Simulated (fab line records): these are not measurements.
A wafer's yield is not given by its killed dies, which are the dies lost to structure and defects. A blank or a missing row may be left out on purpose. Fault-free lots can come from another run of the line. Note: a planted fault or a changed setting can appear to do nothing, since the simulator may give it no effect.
8D (eight disciplines) problem report, filled in by code	flow sfq-line	the parts of the form that need people (team, actions taken, sign-off) are left out

1. THE ISSUE
At SFQ_TRILAYER_I2_METRO_MEASURE_065, thk-nm averages 180.8 nm over 2 wafers from 2 lots, while fault-free wafers read 200.2 nm, standard deviation 0.91. Relative to the usual mean, that is a shift of -21 standard deviations.
First seen on wafer L259.5, day 35 04:18, on film-metro-01. At this step, 40 wafers from 14 lots have a number in the record. By rule, "out" or "out of limits" means more than 4 standard deviations away from the usual mean. Any other wafer with a number is counted as sound.

2. WHAT IT IS; WHAT IT IS NOT
question	is	is not
which readings at this step	thk-nm	-
which lots	L259, L260	L246, L248, L250, L251, L252, L262, L263, L264, L265, L266, L267, L268
which wafers of those lots	L259.5, L260.5	L259.3, L259.4, L260.4
read on which tools	film-metro-01, film-metro-04	film-metro-02
when	from day 35 04:18	up to then (17 sound wafers); but 21 sound wafers of L260, L262, L263, L264, L265, L266, L267, L268 came after

3. WHAT RULES OUT EACH SUSPECT
Counting: any tool at a process step up to the reading remains a suspect provided it ran every lot that is out. Sound lots after the first of them don't rule it out here, since some wafers of a struck lot are sound.
- cmp-01 at SFQ_TRILAYER_I2_CMP_CMP_064 (polishes SiO2): kept. Ran every lot that is out, first one L259 (day 35 00:47); last sound lot up to then L252 (day 24 05:28).
After counting, what remains is cmp-01 at SFQ_TRILAYER_I2_CMP_CMP_064.

4. THE CAUSE (what the simulator had put in)
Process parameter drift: cmp-01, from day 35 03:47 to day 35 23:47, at SFQ_TRILAYER_I2_CMP_CMP_064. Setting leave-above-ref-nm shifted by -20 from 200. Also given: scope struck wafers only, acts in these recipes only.
Counting left only this tool.

5. THE CHAIN OF EFFECTS, in route order
Rows list readings where the struck wafers' mean (over those with a number) sits beyond 3 standard deviations from the usual. Only readings whose record carries a usual standard deviation are examined. hours: median over the lots of the time between each lot's start at the first step of this table that gives one and its start at this step. sigmas: the change, counted in usual standard deviations.
hours	step	reading	usual	on struck wafers	change	sigmas
0	SFQ_TRILAYER_I2_METRO_MEASURE_065	thk-nm	200.2 nm	180.8	-19.4	-21
132	SFQ_TRILAYER_I2_VIA_ETCH_VIA_ETCH_070	oes-product-au	0.855 a.u.	0.808	-0.047	-9.3
The process steps in it:
- SFQ_TRILAYER_I2_METRO_MEASURE_065
- SFQ_TRILAYER_I2_VIA_ETCH_VIA_ETCH_070: etches SiO2 in CHF3, stops on Nb, target depth 260 nm.

6. HOW IT WOULD HAVE BEEN CAUGHT EARLIER
In this record the first reading out of limits was taken at day 35 04:18, 1 hour after the fault began at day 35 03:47.
An alarm limit of 4 standard deviations would not have fired on the tool readings at SFQ_TRILAYER_I2_CMP_CMP_064 for which the record gives a usual standard deviation, since none of them was out on any struck wafer.
L260, from the lots that are out (2), started SFQ_TRILAYER_I2_CMP_CMP_064 on cmp-01 later than day 35 04:18. Holding the tool at that time would have saved it.
